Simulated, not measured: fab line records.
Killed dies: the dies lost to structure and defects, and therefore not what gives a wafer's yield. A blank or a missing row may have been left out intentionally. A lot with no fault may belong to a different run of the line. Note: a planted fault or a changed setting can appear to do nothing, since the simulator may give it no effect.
Matching of chambers | flow sky130 | cmp-01 running SKY_VIA3_CMP_02: 4 sister chambers
The step polishes SiO2. 8 wafers are shown with their chamber, then 7 later ones without.

## EACH WAFER AND ITS CHAMBER
wafer  | chamber | motor-current-A (A) | slurry-filter-dp-kPa (kPa)
L865.6 | 1       | 12.2                | 13.64
L868.2 | 3       | 12.6                | 13.74
L868.3 | 1       | 12.9                | 13.72
L868.5 | 2       | 12.6                | 13.47
L876.1 | 2       | 13.1                | 13.42
L876.6 | 0       | 12.2                | 13.47
L880.2 | 3       | 12.6                | 13.54
L880.5 | 0       | 11.7                | 13.51

## WAFERS WHOSE CHAMBER IS MISSING
wafer  | motor-current-A (A) | slurry-filter-dp-kPa (kPa)
L880.6 | 12.2                | 13.58
L881.1 | 12.6                | 13.50
L881.2 | 12.9                | 13.65
L881.6 | 12.9                | 13.71
L884.1 | 12.6                | 13.63
L884.2 | 12.0                | 13.54
L884.6 | 12.1                | 13.32

## THE CHAMBER EACH PASSED THROUGH
wafer  | from the rows above               | in truth
L880.6 | can't be placed: 0 or 3 or 1 or 2 | 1
L881.1 | can't be placed: 2 or 3 or 0 or 1 | 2
L881.2 | can't be placed: 3 or 1 or 2      | 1
L881.6 | can't be placed: 1 or 3           | 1
L884.1 | can't be placed: 3 or 1           | 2
L884.2 | can't be placed: 0 or 3 or 1      | 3
L884.6 | can't be placed: 0 or 2           | 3
Correct placement for 0 of the 7. These rows do not allow placing 7 (true chamber among the candidates in 5). Placed wrongly: 0.
How it was worked out, from the rows above alone: a wafer's distance from a chamber is the root of the sum, over the readings, of the square of ((its reading less the chamber's mean) divided by the reading's scatter). If the next closest chamber is less than 2 further off than the closest, the wafer can't be placed; otherwise it belongs to the closest. For every chamber, the mean is computed from those of its wafers that are shown. How the scatter is found: for the shown wafers, subtract from each reading the mean of its chamber, square and add these, divide the total by (wafers less chambers), then take the root.
